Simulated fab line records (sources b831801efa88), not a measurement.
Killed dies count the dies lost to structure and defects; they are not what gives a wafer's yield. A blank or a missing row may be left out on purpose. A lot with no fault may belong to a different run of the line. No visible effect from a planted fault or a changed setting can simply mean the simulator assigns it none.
Matching of chambers ; flow gf180mcu ; rie diel-02 running GF_SAB_ETCH_11: 4 sister chambers
The step etches SiO2 in C4F8/O2/Ar, target depth 55 nm, time 8.5 s. 4 wafers are shown with their chamber, then 7 later ones without.

WAFERS WITH THEIR CHAMBER
wafer;chamber;oes product au (a.u.)
L743.4;2;0.988
L744.3;3;1.002
L746.1;1;1.000
L746.3;0;0.987

WAFERS WHOSE CHAMBER IS MISSING
wafer;oes product au (a.u.)
L746.4;0.998
L755.2;0.972
L755.3;1.004
L755.6;0.995
L757.1;1.001
L757.2;1.010
L757.6;0.992

CHAMBER TAKEN BY EACH
wafer;from the rows above;in truth
L746.4;can't be placed: 1 or 3 or 2 or 0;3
L755.2;can't be placed: 0 or 2 or 1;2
L755.3;can't be placed: 3 or 1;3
L755.6;can't be placed: 1 or 2 or 3 or 0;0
L757.1;can't be placed: 1 or 3 or 2 or 0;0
L757.2;can't be placed: 3 or 1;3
L757.6;can't be placed: 2 or 0 or 1 or 3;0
0 of 7 placed correctly. Not placeable from these rows: 7 (in 7, the candidates include the true chamber). Number placed wrongly: 0.
How it was worked out, from the rows above alone: a wafer's distance from a chamber is the root of the sum, over the readings, of the square of ((its reading less the chamber's mean) divided by the reading's scatter). The wafer belongs to the nearest chamber; if the next one is less than 2 further off, it can't be placed. The mean given for a chamber averages the wafers shown for that chamber. The scatter (one wafer shown for each chamber): square how far every hidden wafer sits from the nearest shown wafer, average those squares and take the square root.
